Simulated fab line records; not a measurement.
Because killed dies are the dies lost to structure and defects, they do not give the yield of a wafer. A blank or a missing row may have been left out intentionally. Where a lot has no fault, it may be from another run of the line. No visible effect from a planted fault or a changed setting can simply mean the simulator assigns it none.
One fault through the eyes of 2 desks    flow gf180mcu    only its own numbers are on each desk; what lay behind them is given at the end

TOOL OWNER'S DESK, plasmaAsher-03
The tool's own readings at GF_HV_LDD_STRIP_22 (strips in O2/N2): means of the sampled wafers that have a number, for each lot that ran on this tool. The brackets show how far a lot's mean lies from the usual mean; more than 4 standard deviations puts the lot out of limits, marked OUT.
Columns: A = drypumpMotorCurrentA at GF_HV_LDD_STRIP_22, usual 6.0 A; B = heaterPowerW at GF_HV_LDD_STRIP_22, usual 307 W; C = oesProductAu at GF_HV_LDD_STRIP_22, usual 0.716 a.u.; D = stripTimeToEndpointS at GF_HV_LDD_STRIP_22, usual 12.63 s
lot   first seen here  A    B    C      D
L691  day 11 01:49     5.7  308  0.718  12.65
L693  day 11 15:23     5.7  311  0.714  12.61
L696  day 12 15:06     5.7  307  0.717  12.62
L697  day 12 21:15     5.5  285  0.715  12.63
L698  day 13 08:09     5.6  280  0.720  12.58
L700  day 13 22:53     5.6  290  0.712  12.58
L710  day 16 23:32     5.4  262  0.714  12.67
L711  day 17 08:51     5.7  308  0.721  12.63
L712  day 17 15:44     5.6  289  0.715  12.62
L713  day 18 03:08     5.6  289  0.717  12.66
This desk found nothing out of limits on any of the 10 lots.

AT THE METROLOGY DESK
What the gauges read, lot by lot, whatever tool the lot ran on: means of the sampled wafers that have a number. The brackets show how far a lot's mean lies from the usual mean; more than 4 standard deviations puts the lot out of limits, marked OUT.
Columns: A = V5_OVL at GF_V5_OVL_MEAS_15, usual -6 nm
lot   first seen here  A
L690  day 27 05:06     -7
L691  day 27 10:40     -14
L692  day 27 18:37     -3
L693  day 28 03:22     -3
L696  day 29 03:04     2
L697  day 29 08:49     2
L698  day 29 18:10     -10
L700  day 30 06:52     -3
L706  day 31 22:57     -5
L709  day 32 15:20     -3
L710  day 32 17:15     -2
L711  day 33 01:40     -3
L712  day 33 07:55     0
L713  day 33 16:39     -16
This desk found nothing out of limits on any of the 14 lots.

ALL TOGETHER
Nothing out of limits was seen by the tool owner's desk.
Metrology desk: nothing out of limits seen.

WHAT WAS PUT IN BY THE SIMULATOR
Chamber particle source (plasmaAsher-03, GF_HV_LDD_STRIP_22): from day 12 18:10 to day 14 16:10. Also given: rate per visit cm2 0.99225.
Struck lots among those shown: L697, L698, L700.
